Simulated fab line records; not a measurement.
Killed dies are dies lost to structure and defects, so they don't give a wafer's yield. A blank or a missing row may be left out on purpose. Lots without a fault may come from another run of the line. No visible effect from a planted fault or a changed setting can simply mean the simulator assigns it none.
fab line records	flow sky130
[record] lots = 12	wafers = 36	last-day = 50
route steps=708 shown SONOS_ONO@183 LDD_HVP@281 POLY_CUT@317 PAD_OPEN@708
lots with no fault: from the same line, run without faults
start-h: hours from the record's opening day to when the first of the lot's shown wafers began	wait-h: time in hours since the lot's previous step	" the same as in the row above	L1.1+2: one row covering several wafers at once	- value missing, or start not given	* or withheld: withheld	< > ~ a bound
route shown NAME@n: names a module that has steps shown in the file, with the first one's number in the route	usual: mean/standard deviation taken from wafers without a fault	same: alike in all rows	chamber/n: place in a boat	sites: the reading at each site	_std_site: their standard deviation	_edge_site: inner sites' mean taken away from outer sites' mean	radius-mm: for every site, how far away it sits from the centre of the wafer	mask NAME#n: copy n	behind: the most recent tool/chamber to have shaped the wafer	hold: cause of the lot's hold/its duration in hours/its outcome	device: transistor that didn't switch, given as n, p or np	end of line: tests run on the same wafers once the route is complete	a step given without rows: its recipe and nothing more	killed: not the wafer's yield, but the dies lost to structure and defects at the first sort	map: dies across one wafer; x = killed, . = not, _ = none there
set.NAME: the run value of the setting; set.NAME@STEP: its run value at that earlier step	model.NAME: the simulator's own value behind a step, which no gauge read
one table for each step of the route and one row for each wafer, over a sample of lots
services: the hour from which a tool's chamber was out of use, counted from the record's first day as start-h (under 0 if before that day), plus the number of hours and why
[[steps]]
[step SKY_SONOS_ONO_ETCH_15]
[recipe] target-depth-nm = 19.52	chemistry = CHF3/O2	source-w = 600	bias-w = 200	pressure-mtorr = 40	chf3-flow-sccm = 50	O2_flow_sccm = 5	time-s = 7.8
[usual] drypump-motor-current-A = 5.96/0.24	oes-product-au = 1.002/0.0092	throttle-valve-pct = 8.824/0.0098
lot.wafer	tool	chamber	start-h	wait-h	drypump-motor-current-A	oes-product-au	rf-hours-counter-h	throttle-valve-pct
L626.3	rie-diel-02	1	287.79	0.0	6.28	1.014	72	8.834
L626.5	"	2	"	"	5.96	0.996	-	8.836
L626.6	"	3	"	"	5.91	0.998	-	8.814
L628.2	rie-diel-03	2	308.44	0.0	5.90	1.023	99	8.818
L628.4	"	0	"	"	6.39	1.012	-	8.825
L628.6	"	3	"	"	6.22	1.009	-	8.821
L629.3	rie-diel-02	3	312.34	0.0	5.92	0.975	0	8.818
L629.4	"	3	"	"	5.93	0.971	-	8.831
L629.5	"	2	"	"	5.96	1.000	-	8.824
L632.2	rie-diel-02	3	331.49	0.0	5.90	0.998	0	8.823
L632.3	"	2	"	"	5.95	1.004	56	8.829
L632.6	"	0	"	"	5.72	1.003	-	8.844
L634.2	rie-diel-02	3	345.81	0.0	5.93	1.000	1	8.837
L634.3	"	0	"	"	5.70	0.997	21	8.828
L634.4	"	0	"	"	5.73	0.999	-	8.838
L637.3	rie-diel-03	0	375.36	0.0	6.40	1.015	10	8.838
L637.5	"	2	"	"	5.88	1.014	-	8.816
L637.6	"	3	"	"	6.19	1.005	-	8.837
L638.1	rie-diel-03	3	385.11	0.0	6.20	1.010	95	8.838
L638.4	"	2	"	"	5.87	1.019	101	8.832
L638.6	"	2	"	"	5.87	1.010	-	8.828
L639.2	rie-diel-03	1	393.91	0.0	5.58	1.000	1	8.820
L639.3	"	3	"	"	6.20	0.992	95	8.816
L639.5	"	1	"	"	5.58	0.998	-	8.831
L640.2	rie-diel-03	0	400.49	0.0	6.40	1.008	10	8.815
L640.4	"	3	"	"	6.20	1.009	95	8.838
L640.6	"	2	"	"	5.87	1.011	-	8.833
L643.2	rie-diel-02	3	427.09	0.0	5.92	0.986	3	8.819
L643.4	"	0	"	"	5.74	0.993	23	8.809
L643.6	"	1	"	"	6.23	1.005	-	8.821
L647.1	rie-diel-04	0	458.99	0.0	5.67	1.017	34	8.815
L647.3	"	2	"	"	5.71	0.988	-	8.850
L647.4	"	0	"	"	5.68	1.016	-	8.835
L648.2	rie-diel-03	1	462.80	0.0	5.58	1.007	2	8.838
L648.4	"	2	"	"	5.90	1.005	0	8.825
L648.5	"	0	"	"	6.39	1.004	-	8.828
[step SKY_LDD_HVP_SOFTBAKE_03]
[recipe] temp-c = 90	time-s = 60	resist = NOVOLAK
[usual] resist-line-temp-C = 23.00/0.11	run-length-s = 89.02/0.16
lot.wafer	tool	chamber	start-h	wait-h	resist-line-temp-C	run-length-s
L626.3	litho-track-01	0	491.43	0.1	23.19	89.23
L626.5	"	0	"	"	23.21	89.13
L626.6	"	0	"	"	23.09	89.37
L628.2	litho-track-01	0	512.50	0.1	22.81	89.08
L628.4	"	0	"	"	22.95	89.25
L628.6	"	0	"	"	22.96	89.25
L629.3	litho-track-02	0	518.23	0.1	23.02	88.90
L629.4	"	0	"	"	23.02	89.09
L629.5	"	0	"	"	22.89	88.86
L632.2	litho-track-04	0	535.56	0.1	23.16	88.79
L632.3	"	0	"	"	22.90	89.04
L632.6	"	0	"	"	23.02	88.78
L634.2	litho-track-02	0	553.95	0.1	23.07	89.06
L634.3	"	0	"	"	23.07	89.29
L634.4	"	0	"	"	23.12	88.91
L637.3	litho-track-02	0	583.48	0.1	23.02	95.15
L637.5	"	0	"	"	23.07	94.97
L637.6	"	0	"	"	23.03	95.20
L638.1	litho-track-02	0	592.83	0.1	22.91	95.13
L638.4	"	0	"	"	23.00	95.09
L638.6	"	0	"	"	23.04	95.10
L639.2	litho-track-01	0	604.40	0.1	22.84	89.22
L639.3	"	0	"	"	22.84	89.28
L639.5	"	0	"	"	22.88	89.07
L640.2	litho-track-02	0	609.40	0.1	22.98	95.17
L640.4	"	0	"	"	23.10	95.23
L640.6	"	0	"	"	22.96	95.04
L643.2	litho-track-01	0	634.95	0.1	23.07	89.04
L643.4	"	0	"	"	23.16	89.07
L643.6	"	0	"	"	23.13	89.06
L647.1	litho-track-01	0	661.98	0.1	22.87	89.25
L647.3	"	0	"	"	22.93	89.26
L647.4	"	0	"	"	23.00	89.11
L648.2	litho-track-04	0	667.76	0.1	23.07	88.73
L648.4	"	0	"	"	23.21	88.89
L648.5	"	0	"	"	22.91	88.82
[step SKY_LDD_HVP_STRIP_09]
[recipe] chemistry = O2/N2	power-w = 1400	pressure-mtorr = 1500	platen-temp-c = withheld	o2-flow-sccm = 3000	n2-flow-sccm = 300	overash-fraction = 0.5
[usual] drypump-motor-current-A = 5.6/0.32	o2-flow-sccm = 3001/9.4	oes-product-au = 0.409/0.0044	strip-time-to-endpoint-s = 4.135/0.013
lot.wafer	tool	chamber	start-h	wait-h	drypump-motor-current-A	o2-flow-sccm	oes-product-au	rf-hours-counter-h	strip-time-to-endpoint-s
L626.3	plasma-asher-01	0	506.30	0.1	5.2	2997	0.410	-	4.143
L626.5	"	0	"	"	5.3	2996	0.412	-	4.158
L626.6	"	1	"	"	5.6	3005	0.404	-	4.147
L628.2	plasma-asher-01	0	528.12	0.1	5.3	3003	0.417	8	4.139
L628.4	"	0	"	"	5.2	2986	0.409	-	4.136
L628.6	"	1	"	"	5.6	3001	0.410	-	4.128
L629.3	plasma-asher-01	0	533.85	0.1	5.3	2983	0.402	-	4.130
L629.4	"	1	"	"	5.6	3012	0.407	-	4.126
L629.5	"	1	"	"	5.6	3007	0.413	-	4.100
L632.2	plasma-asher-02	0	549.96	0.1	5.3	3015	0.409	39	4.121
L632.3	"	0	"	"	5.3	3003	0.402	-	4.140
L632.6	"	0	"	"	5.3	3014	0.414	-	4.141
L634.2	plasma-asher-02	1	569.37	0.1	5.7	3001	0.414	41	4.134
L634.3	"	1	"	"	5.7	3003	0.399	-	4.121
L634.4	"	0	"	"	5.3	3005	0.405	-	4.144
L637.3	plasma-asher-02	1	598.65	0.1	5.7	2985	0.410	-	4.133
L637.5	"	1	"	"	5.7	2984	0.406	-	4.110
L637.6	"	0	"	"	5.3	3013	0.407	-	4.096
L638.1	plasma-asher-02	0	607.87	0.1	5.3	3003	0.406	45	4.118
L638.4	"	0	"	"	5.3	2991	0.411	-	4.135
L638.6	"	0	"	"	5.3	2997	0.402	-	4.122
L639.2	plasma-asher-01	1	618.76	0.1	5.6	3008	0.409	17	4.157
L639.3	"	0	"	"	5.3	3009	0.408	-	4.149
L639.5	"	0	"	"	5.2	2995	0.405	-	4.126
L640.2	plasma-asher-02	1	624.07	0.1	5.8	2986	0.407	46	4.130
L640.4	"	0	"	"	5.3	3003	0.415	-	4.129
L640.6	"	0	"	"	5.3	3007	0.408	-	4.130
L643.2	plasma-asher-01	1	649.26	0.1	5.6	3014	0.403	21	4.146
L643.4	"	0	"	"	5.3	3005	0.409	-	4.145
L643.6	"	0	"	"	5.3	2999	0.416	-	4.119
L647.1	plasma-asher-02	1	676.71	0.1	5.7	3001	0.410	51	4.170
L647.3	"	0	"	"	5.3	2987	0.399	-	4.144
L647.4	"	1	"	"	5.7	2993	0.406	-	4.145
L648.2	plasma-asher-04	1	681.76	0.1	6.2	3005	0.404	103	4.126
L648.4	"	1	"	"	6.2	2994	0.407	-	4.152
L648.5	"	0	"	"	5.9	2998	0.411	-	4.129
[step SKY_POLY_CUT_ETCH_10]
[recipe] chemistry = N2/H2	target = BARC	ion-energy-ev = 200	source-w = 500	bias-w = 100	pressure-mtorr = 30	n2-flow-sccm = 100	h2-flow-sccm = 200	stop-on = SiO2	time-s = 45.9	target-depth-a = 600
[usual] drypump-motor-current-A = 5.90/0.25	oes-product-au = 0.855/0.0048	throttle-valve-pct = 13.226/0.009
lot.wafer	tool	chamber	start-h	wait-h	drypump-motor-current-A	oes-product-au	rf-hours-counter-h	throttle-valve-pct
L626.3	rie-diel-04	3	569.65	0.0	5.90	0.848	3	13.221
L626.5	"	0	"	"	5.69	0.858	-	13.233
L626.6	"	1	"	"	6.22	0.852	-	13.218
L628.2	rie-diel-04	2	590.98	0.0	5.68	0.855	35	13.230
L628.4	"	1	"	"	6.25	0.862	2	13.223
L628.6	"	0	"	"	5.66	0.862	-	13.232
L629.3	rie-diel-02	3	595.33	0.0	5.91	0.845	6	13.215
L629.4	"	0	"	"	5.75	0.859	-	13.232
L629.5	"	2	"	"	5.96	0.844	-	13.221
L632.2	rie-diel-01	2	612.18	0.0	6.00	0.855	54	13.227
L632.3	"	1	"	"	5.43	0.858	0	13.235
L632.6	"	3	"	"	6.47	0.850	-	13.230
L634.2	rie-diel-02	0	631.98	0.0	5.75	0.849	27	13.222
L634.3	"	3	"	"	5.95	0.854	7	13.224
L634.4	"	0	"	"	5.76	0.862	-	13.237
L637.3	rie-diel-04	0	661.68	0.0	5.68	0.863	36	13.218
L637.5	"	3	"	"	5.93	0.858	-	13.235
L637.6	"	0	"	"	5.68	0.860	-	13.229
L638.1	rie-diel-01	3	668.23	0.0	6.45	0.858	34	13.219
L638.4	"	1	"	"	5.47	0.856	2	13.225
L638.6	"	1	"	"	5.45	0.846	-	13.233
L639.2	rie-diel-02	0	677.63	0.0	5.73	0.850	28	13.229
L639.3	"	1	"	"	6.27	0.853	3	13.237
L639.5	"	3	"	"	5.94	0.856	-	13.226
L640.2	rie-diel-02	0	683.03	0.0	5.76	0.849	28	13.216
L640.4	"	2	"	"	5.98	0.853	0	13.250
L640.6	"	0	"	"	5.75	0.853	-	13.239
L643.2	rie-diel-04	3	708.30	0.0	5.91	0.857	5	13.221
L643.4	"	2	"	"	5.73	0.851	-	13.234
L643.6	"	3	"	"	5.91	0.862	-	13.244
L647.1	rie-diel-01	0	734.04	0.0	5.67	0.852	23	13.220
L647.3	"	3	"	"	6.47	0.860	35	13.221
L647.4	"	0	"	"	5.70	0.854	-	13.231
L648.2	rie-diel-01	0	739.63	0.0	5.67	0.846	23	13.222
L648.4	"	1	"	"	5.42	0.841	-	13.233
L648.5	"	0	"	"	5.68	0.854	-	13.234
[step SKY_PAD_OPEN_PROBE_99]
[usual] killed_at_M0_to_M3 = 43/7	killed_at_M4_up = 3.1/2	killed-at-contacts = 24/5.3	killed-at-front-end = 15/4.2	killed-at-other = 0.4/0.66	killed-dies = 86/9.5	killed-open = 47/7.4	killed-short = 38/6.2
[same] gross-dies = 492	killed-at-back-side = 0
lot.wafer	tool	chamber	start-h	wait-h	killed_at_M0_to_M3	killed_at_M4_up	killed-at-contacts	killed-at-front-end	killed-at-other	killed-dies	killed-open	killed-short
L634.2	prober-02	-	1126.98	0.1	41	8	22	9	0	80	45	35
L634.3	prober-02	-	1127.03	0.2	41	3	21	9	0	74	42	32
L634.4	prober-02	-	1127.08	0.2	36	4	25	11	1	77	46	31
L637.3	prober-02	-	1147.19	0.2	36	3	43	16	0	98	57	41
L637.5	prober-02	-	1147.29	0.2	38	7	19	19	0	83	42	41
L637.6	prober-02	-	1147.34	0.2	35	2	31	18	0	86	51	35
L638.1	prober-01	-	1150.07	0.1	35	2	17	15	0	69	41	28
L638.4	prober-01	-	1150.22	0.2	39	3	27	9	1	79	50	28
L638.6	prober-01	-	1150.32	0.2	39	7	23	7	0	76	42	34
L639.2	prober-02	-	1159.27	0.1	52	0	19	15	2	88	46	42
L639.3	prober-02	-	1159.32	0.2	39	4	23	19	0	85	44	41
L639.5	prober-02	-	1159.42	0.2	48	1	28	16	0	93	59	34
L640.2	prober-01	-	1160.69	0.1	46	1	32	16	0	95	51	44
L640.4	prober-01	-	1160.79	0.2	47	1	23	13	0	84	43	41
L640.6	prober-01	-	1160.89	0.2	35	0	25	12	0	72	41	31
// killed by level:class
L634.2 CONTACT:geometric-particle:open=11 METAL2:geometric-particle:short=9 VIA1:geometric-particle:open=7 LI_CONTACT:geometric-particle:open=6 VIA2:geometric-particle:short=6 METAL4:geometric-particle:short=5 VIA2:geometric-particle:open=5 VIA3:geometric-particle:short=5
L634.3 CONTACT:geometric-particle:open=11 VIA1:geometric-particle:open=9 VIA1:geometric-particle:short=7 LI_CONTACT:geometric-particle:open=6 VIA3:geometric-particle:open=5 METAL2:geometric-particle:short=5 VIA2:geometric-particle:open=4 LOCAL_INTERCONNECT:geometric-particle:short=3
L634.4 LI_CONTACT:geometric-particle:open=11 VIA2:geometric-particle:open=10 CONTACT:geometric-particle:open=9 METAL2:geometric-particle:short=7 VIA1:geometric-particle:open=5 FIELD_ISO:geometric-particle:short=4 METAL4:geometric-particle:short=4 LOCAL_INTERCONNECT:geometric-particle:short=4
L637.3 CONTACT:geometric-particle:open=20 LI_CONTACT:geometric-particle:open=9 VIA1:geometric-particle:open=7 POLY_GATE:geometric-particle:short=6 METAL1:geometric-particle:short=6 VIA3:geometric-particle:open=6 FIELD_ISO:geometric-particle:short=5 LI_CONTACT:geometric-particle:short=5
L637.5 POLY_GATE:geometric-particle:open=8 CONTACT:geometric-particle:open=7 METAL2:geometric-particle:short=6 VIA2:geometric-particle:open=6 METAL3:geometric-particle:short=6 LI_CONTACT:geometric-particle:open=5 VIA1:geometric-particle:open=5 CONTACT:geometric-particle:short=4
L637.6 CONTACT:geometric-particle:open=13 VIA1:geometric-particle:open=8 VIA3:geometric-particle:open=7 CONTACT:geometric-particle:short=6 POLY_GATE:geometric-particle:open=6 LI_CONTACT:geometric-particle:open=6 METAL2:geometric-particle:short=6 FIELD_ISO:geometric-particle:short=5
L638.1 VIA3:geometric-particle:open=8 VIA1:geometric-particle:open=8 CONTACT:geometric-particle:open=6 VIA2:geometric-particle:open=6 LI_CONTACT:geometric-particle:open=5 POLY_GATE:geometric-particle:open=4 CONTACT:geometric-particle:short=4 METAL1:geometric-particle:short=4
L638.4 CONTACT:geometric-particle:open=10 VIA1:geometric-particle:open=8 VIA3:geometric-particle:open=8 LI_CONTACT:geometric-particle:open=7 METAL1:geometric-particle:short=6 VIA2:geometric-particle:open=4 POLY_GATE:geometric-particle:open=3 LOCAL_INTERCONNECT:geometric-particle:short=3
L638.6 CONTACT:geometric-particle:open=11 VIA1:geometric-particle:open=7 METAL2:geometric-particle:short=6 VIA2:geometric-particle:open=6 VIA3:geometric-particle:open=5 FIELD_ISO:geometric-particle:open=4 LI_CONTACT:geometric-particle:open=4 LOCAL_INTERCONNECT:geometric-particle:short=4
L639.2 VIA1:geometric-particle:open=15 CONTACT:geometric-particle:open=7 VIA1:geometric-particle:short=7 FIELD_ISO:geometric-particle:short=6 LOCAL_INTERCONNECT:geometric-particle:short=6 METAL1:geometric-particle:short=6 VIA2:geometric-particle:open=6 FIELD_ISO:geometric-particle:open=5
L639.3 VIA1:geometric-particle:open=9 LI_CONTACT:geometric-particle:open=8 VIA2:geometric-particle:open=7 POLY_GATE:geometric-particle:short=6 CONTACT:geometric-particle:short=6 FIELD_ISO:geometric-particle:open=4 METAL1:geometric-particle:short=4 METAL3:geometric-particle:short=4
L639.5 VIA3:geometric-particle:open=12 VIA2:geometric-particle:open=9 LI_CONTACT:geometric-particle:open=8 CONTACT:geometric-particle:open=8 VIA1:geometric-particle:open=8 FIELD_ISO:geometric-particle:open=4 LOCAL_INTERCONNECT:geometric-particle:short=4 VIA1:geometric-particle:short=4
L640.2 LI_CONTACT:geometric-particle:open=10 CONTACT:geometric-particle:open=9 VIA3:geometric-particle:open=7 VIA1:geometric-particle:short=7 VIA2:geometric-particle:open=7 METAL1:geometric-particle:short=6 VIA1:geometric-particle:open=6 FIELD_ISO:geometric-particle:open=4
L640.4 LI_CONTACT:geometric-particle:open=9 VIA2:geometric-particle:open=9 METAL1:geometric-particle:short=8 VIA1:geometric-particle:open=8 VIA3:geometric-particle:short=6 FIELD_ISO:geometric-particle:short=5 CONTACT:geometric-particle:open=5 LOCAL_INTERCONNECT:geometric-particle:short=5
L640.6 LI_CONTACT:geometric-particle:open=8 VIA3:geometric-particle:open=8 CONTACT:geometric-particle:short=7 CONTACT:geometric-particle:open=7 VIA1:geometric-particle:open=5 VIA2:geometric-particle:short=4 VIA2:geometric-particle:open=4 METAL3:geometric-particle:short=4
[[services]]
tool	chamber	start-h	hours	kind
plasma-asher-01	-	263.85	15.6	pm
rie-diel-02	1	275.07	4.1	repair
plasma-asher-02	-	277.41	13.9	pm
plasma-asher-01	-	281.63	3.3	repair
rie-diel-02	0	305.64	6.9	repair
plasma-asher-02	-	311.71	8.1	repair
plasma-asher-01	-	321.14	3.2	repair
plasma-asher-02	-	329.38	4.0	pm
rie-diel-02	2	342.95	6.3	repair
rie-diel-02	-	344.56	0.9	repair
rie-diel-04	2	400.76	16.3	repair
rie-diel-02	-	402.36	2.8	pm
rie-diel-02	1	406.25	1.2	repair
plasma-asher-01	-	421.25	9.0	pm
rie-diel-04	-	431.83	0.3	repair
plasma-asher-02	-	523.35	11.1	repair
rie-diel-03	3	576.83	27.3	repair
plasma-asher-02	-	578.45	1.5	repair
rie-diel-03	0	594.81	1.2	repair
rie-diel-02	2	630.44	8.7	repair
rie-diel-02	0	632.93	2.8	repair
rie-diel-03	0	646.23	27.3	repair
rie-diel-02	0	656.99	7.7	repair
rie-diel-02	0	737.60	8.1	repair
[[key]]
[first-sign] step = SKY_LDD_HVP_SOFTBAKE_03	reading = run-length-s	direction = up	sigmas = 39	usual = *	struck = *
effect none on later readings
met-at SKY_LDD_HVP_SOFTBAKE_03
struck-lots L637,L638,L640
tester-left-out L637,L638,L640
not-acting-at SKY_SONOS_ONO_ETCH_15,SKY_LDD_HVP_STRIP_09,SKY_POLY_CUT_ETCH_10
onset-between 553.95 583.48
[fault] kind = process-parameter-drift	tool = litho-track-02	chamber = -	onset-h = 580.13	steps = SKY_LDD_HVP_SOFTBAKE_03	channel = time-s	offset = *	shape = step	end-h = 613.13	acts-in = *	stated = *
// tester-left-out: of these lots the tester's yield and bins aren't shown, on N5 and GAA mostly nor the transistor test; their killed dies are dies lost to structure and defects alone, not to doping, threshold or leakage, so they don't give the yield
